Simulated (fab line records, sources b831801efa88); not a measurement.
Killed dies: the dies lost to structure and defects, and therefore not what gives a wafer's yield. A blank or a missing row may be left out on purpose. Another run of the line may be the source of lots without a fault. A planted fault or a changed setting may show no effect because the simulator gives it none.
Which tool was responsible? / flow gf180mcu / Sampling: 14 lots, 42 wafers, 5 of 602 route steps

WHAT THE GAUGES READ, wafer by wafer
GF_LVPWELL_OVL_MEAS_07.
lot=L493; measured=day 3 20:18; on=overlay-02; LVPWELL_OVL (nm)=-1.0 0.2 1.9
lot=L495; measured=day 4 07:56; on=overlay-02; LVPWELL_OVL (nm)=-1.1 0.8 1.2
lot=L496; measured=day 4 11:44; on=overlay-02; LVPWELL_OVL (nm)=-0.6 -0.5 1.3
lot=L497; measured=day 4 18:32; on=overlay-02; LVPWELL_OVL (nm)=1.0 2.3 -1.0
lot=L498; measured=day 5 00:14; on=overlay-01; LVPWELL_OVL (nm)=-1.8 0.4 -0.4
lot=L499; measured=day 5 05:20; on=overlay-02; LVPWELL_OVL (nm)=-0.7 -0.3 1.4
lot=L501; measured=day 5 16:36; on=overlay-01; LVPWELL_OVL (nm)=-0.8 -0.5 0.8
lot=L502; measured=day 6 00:47; on=overlay-01; LVPWELL_OVL (nm)=-0.6 0.7 0.0
lot=L510; measured=day 7 21:38; on=overlay-01; LVPWELL_OVL (nm)=-1.2 0.9 1.2
lot=L512; measured=day 8 08:23; on=overlay-02; LVPWELL_OVL (nm)=-2.4 1.0 -0.8
lot=L513; measured=day 8 15:41; on=overlay-01; LVPWELL_OVL (nm)=0.0 0.6 0.2
lot=L514; measured=day 8 19:52; on=overlay-01; LVPWELL_OVL (nm)=0.0 -3.3 -0.3
lot=L515; measured=day 9 01:29; on=overlay-01; LVPWELL_OVL (nm)=1.0 2.2 0.0
lot=L516; measured=day 9 05:44; on=overlay-01; LVPWELL_OVL (nm)=0.0 0.3 -0.4

GF_VT_IMPLANT_TW_MEAS_43.
lot=L493; measured=day 7 11:40; on=film metro-01; VT_IMPLANT_4_TW=693 689 690
lot=L495; measured=day 8 02:10; on=film metro-01; VT_IMPLANT_4_TW=696 695 692
lot=L496; measured=day 8 07:43; on=film metro-02; VT_IMPLANT_4_TW=687 689 688
lot=L497; measured=day 8 15:01; on=film metro-04; VT_IMPLANT_4_TW=683 681 677
lot=L498; measured=day 8 21:40; on=film metro-04; VT_IMPLANT_4_TW=681 681 679
lot=L499; measured=day 9 03:55; on=film metro-04; VT_IMPLANT_4_TW=691 687 686
lot=L501; measured=day 9 17:50; on=film metro-01; VT_IMPLANT_4_TW=692 694 692
lot=L502; measured=day 10 03:13; on=film metro-04; VT_IMPLANT_4_TW=683 683 683
lot=L510; measured=day 12 07:52; on=film metro-02; VT_IMPLANT_4_TW=1136 1141 1139
lot=L512; measured=day 12 21:34; on=film metro-04; VT_IMPLANT_4_TW=1131 1129 1134
lot=L513; measured=day 13 05:25; on=film metro-02; VT_IMPLANT_4_TW=690 687 684
lot=L514; measured=day 13 11:16; on=film metro-01; VT_IMPLANT_4_TW=700 701 702
lot=L515; measured=day 13 18:46; on=film metro-04; VT_IMPLANT_4_TW=685 686 688
lot=L516; measured=day 13 22:01; on=film metro-02; VT_IMPLANT_4_TW=685 687 681

GF_POLY_GATE_CD_MEAS_10: the cd target is 280 nm.
lot=L493; measured=day 9 03:43; on=cd sem-02; cd nm (nm)=280.2 280.3 279.3
lot=L495; measured=day 9 16:59; on=cd sem-01; cd nm (nm)=280.9 280.4 280.9
lot=L496; measured=day 9 23:53; on=cd sem-01; cd nm (nm)=281.2 282.0 281.1
lot=L497; measured=day 10 07:19; on=cd sem-01; cd nm (nm)=279.3 278.7 278.8
lot=L498; measured=day 10 17:01; on=cd sem-02; cd nm (nm)=281.8 282.0 282.5
lot=L499; measured=day 10 22:25; on=cd sem-01; cd nm (nm)=279.7 279.6 279.1
lot=L501; measured=day 11 13:38; on=cd sem-01; cd nm (nm)=279.2 280.7 280.9
lot=L502; measured=day 11 23:34; on=cd sem-01; cd nm (nm)=281.5 281.9 280.4
lot=L510; measured=day 14 08:26; on=cd sem-01; cd nm (nm)=280.1 280.8 280.3
lot=L512; measured=day 14 22:08; on=cd sem-02; cd nm (nm)=279.0 280.6 280.7
lot=L513; measured=day 15 05:02; on=cd sem-01; cd nm (nm)=279.6 280.9 280.1
lot=L514; measured=day 15 12:55; on=cd sem-02; cd nm (nm)=280.0 280.8 280.5
lot=L515; measured=day 15 21:23; on=cd sem-01; cd nm (nm)=277.0 278.7 279.1
lot=L516; measured=day 15 23:04; on=cd sem-02; cd nm (nm)=281.9 280.3 282.0

GF_HV_LDD_CD_MEAS_31: the cd target is 400 nm.
lot=L493; measured=day 11 10:14; on=cd sem-01; cd nm (nm)=401.3 402.3 401.1
lot=L495; measured=day 12 01:47; on=cd sem-01; cd nm (nm)=398.1 399.6 398.0
lot=L496; measured=day 12 09:47; on=cd sem-02; cd nm (nm)=399.7 398.5 397.4
lot=L497; measured=day 12 17:11; on=cd sem-02; cd nm (nm)=400.3 400.3 399.5
lot=L498; measured=day 13 02:51; on=cd sem-02; cd nm (nm)=402.9 399.1 401.7
lot=L499; measured=day 13 10:20; on=cd sem-02; cd nm (nm)=398.3 400.0 398.8
lot=L501; measured=day 14 02:54; on=cd sem-02; cd nm (nm)=398.0 400.0 398.0
lot=L502; measured=day 14 14:37; on=cd sem-01; cd nm (nm)=398.3 397.1 400.4
lot=L510; measured=day 17 05:37; on=cd sem-02; cd nm (nm)=399.2 400.9 401.3
lot=L512; measured=day 17 19:47; on=cd sem-01; cd nm (nm)=399.9 397.1 398.5
lot=L513; measured=day 18 04:43; on=cd sem-01; cd nm (nm)=401.2 399.2 400.9
lot=L514; measured=day 18 12:10; on=cd sem-02; cd nm (nm)=400.0 397.9 397.1
lot=L515; measured=day 18 21:05; on=cd sem-02; cd nm (nm)=403.1 402.0 402.4
lot=L516; measured=day 18 22:40; on=cd sem-02; cd nm (nm)=398.5 398.0 394.9

WHICH TOOL RAN EACH LOT (tool, then ch and the chambers of the sampled wafers, then the start)
lot=L493; GF_VT_IMPLANT_IMPLANT_41=implanter-02 ch 0, day 7 11:25
lot=L495; GF_VT_IMPLANT_IMPLANT_41=implanter-02 ch 0, day 8 01:55
lot=L496; GF_VT_IMPLANT_IMPLANT_41=implanter-03 ch 0, day 8 07:28
lot=L497; GF_VT_IMPLANT_IMPLANT_41=implanter-03 ch 0, day 8 14:46
lot=L498; GF_VT_IMPLANT_IMPLANT_41=implanter-04 ch 0, day 8 21:26
lot=L499; GF_VT_IMPLANT_IMPLANT_41=implanter-04 ch 0, day 9 03:40
lot=L501; GF_VT_IMPLANT_IMPLANT_41=implanter-02 ch 0, day 9 17:38
lot=L502; GF_VT_IMPLANT_IMPLANT_41=implanter-04 ch 0, day 10 02:59
lot=L510; GF_VT_IMPLANT_IMPLANT_41=implanter-03 ch 0, day 12 07:37
lot=L512; GF_VT_IMPLANT_IMPLANT_41=implanter-03 ch 0, day 12 21:19
lot=L513; GF_VT_IMPLANT_IMPLANT_41=implanter-04 ch 0, day 13 05:11
lot=L514; GF_VT_IMPLANT_IMPLANT_41=implanter-02 ch 0, day 13 11:01
lot=L515; GF_VT_IMPLANT_IMPLANT_41=implanter-04 ch 0, day 13 18:32
lot=L516; GF_VT_IMPLANT_IMPLANT_41=implanter-02 ch 0, day 13 21:46
- GF_VT_IMPLANT_IMPLANT_41

WHAT THE TOOLS THEMSELVES READ (means of the sampled wafers that have a number; where no wafer has one, the mark that the record gives instead)
GF_VT_IMPLANT_IMPLANT_41.
lot=L493; tool=implanter-02; beam on s (s)=9.84; dose ions cm2=1.0139e+12; faraday current uA=5.80
lot=L495; tool=implanter-02; beam on s (s)=9.94; dose ions cm2=1.0121e+12; faraday current uA=5.74
lot=L496; tool=implanter-03; beam on s (s)=9.94; dose ions cm2=1.0129e+12; faraday current uA=5.75
lot=L497; tool=implanter-03; beam on s (s)=9.80; dose ions cm2=1.0134e+12; faraday current uA=5.83
lot=L498; tool=implanter-04; beam on s (s)=10.02; dose ions cm2=1.0133e+12; faraday current uA=5.70
lot=L499; tool=implanter-04; beam on s (s)=9.97; dose ions cm2=1.0127e+12; faraday current uA=5.73
lot=L501; tool=implanter-02; beam on s (s)=10.04; dose ions cm2=1.0128e+12; faraday current uA=5.68
lot=L502; tool=implanter-04; beam on s (s)=10.04; dose ions cm2=1.0131e+12; faraday current uA=5.70
lot=L510; tool=implanter-03; beam on s (s)=10.25; dose ions cm2=5.0252e+12; faraday current uA=27.61
lot=L512; tool=implanter-03; beam on s (s)=9.94; dose ions cm2=5.0274e+12; faraday current uA=28.46
lot=L513; tool=implanter-04; beam on s (s)=9.83; dose ions cm2=1.0126e+12; faraday current uA=5.82
lot=L514; tool=implanter-02; beam on s (s)=10.02; dose ions cm2=1.0119e+12; faraday current uA=5.71
lot=L515; tool=implanter-04; beam on s (s)=9.93; dose ions cm2=1.0131e+12; faraday current uA=5.76
lot=L516; tool=implanter-02; beam on s (s)=10.00; dose ions cm2=1.0119e+12; faraday current uA=5.69

THE ANSWER, worked out from the rows above alone
Rule: usual is defined by the lots themselves. The widest of any qualifying gaps counts: lots, ordered by their means at a reading, are off when they make up no more than a third of the lots, leave a main group of 4 or more, and stand apart from it by 3 or more times the standard deviation of that group's means. A main group whose means are all the same, to the digits that the tables above print for the reading, isn't used. Also off: a lot with no number at a reading for which 4 or more lots have one. Any other lot the step has rows for is counted as sound. Order of review: gauges by route order, followed by the tools' own readings, for which a lot's mean as printed above is used. The first step at which some lot is off is used, and at that step the reading that is off furthest; a lot without a number counts as furthest.
Off: at GF_VT_IMPLANT_TW_MEAS_43 (VT_IMPLANT_4_TW), L510, L512. For the main group the mean is 688 and the standard deviation 5.8.
A tool fits if, at a process step before that reading, it ran every lot that is off, and no sound lot after the first of them. The gauges at GF_VT_IMPLANT_TW_MEAS_43 aren't tried: what is off there is off at GF_VT_IMPLANT_IMPLANT_41 too, on other tools, and a gauge's error can't cause that. One fits: GF_VT_IMPLANT_IMPLANT_41 on implanter-03. Its last sound lot is L497 (day 8 14:46), its first lot that is off L510 (day 12 07:37): a fault that began between those two fits.
The tool's own readings at GF_VT_IMPLANT_IMPLANT_41 bear it out: on the lots that are off they differ by more than 5 times the standard deviation of the sound lots' means. dose ions cm2 reads 5.0263e+12 there against 1.0128e+12 on the sound lots; faraday current uA reads 28.04 there against 5.74 on the sound lots.

WHAT THE SIMULATOR HAD PUT IN
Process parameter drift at GF_VT_IMPLANT_IMPLANT_41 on implanter-03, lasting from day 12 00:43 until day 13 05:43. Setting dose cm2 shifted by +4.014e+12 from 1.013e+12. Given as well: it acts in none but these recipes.
Struck lots among those shown: L510, L512. Same finding as the rule above.
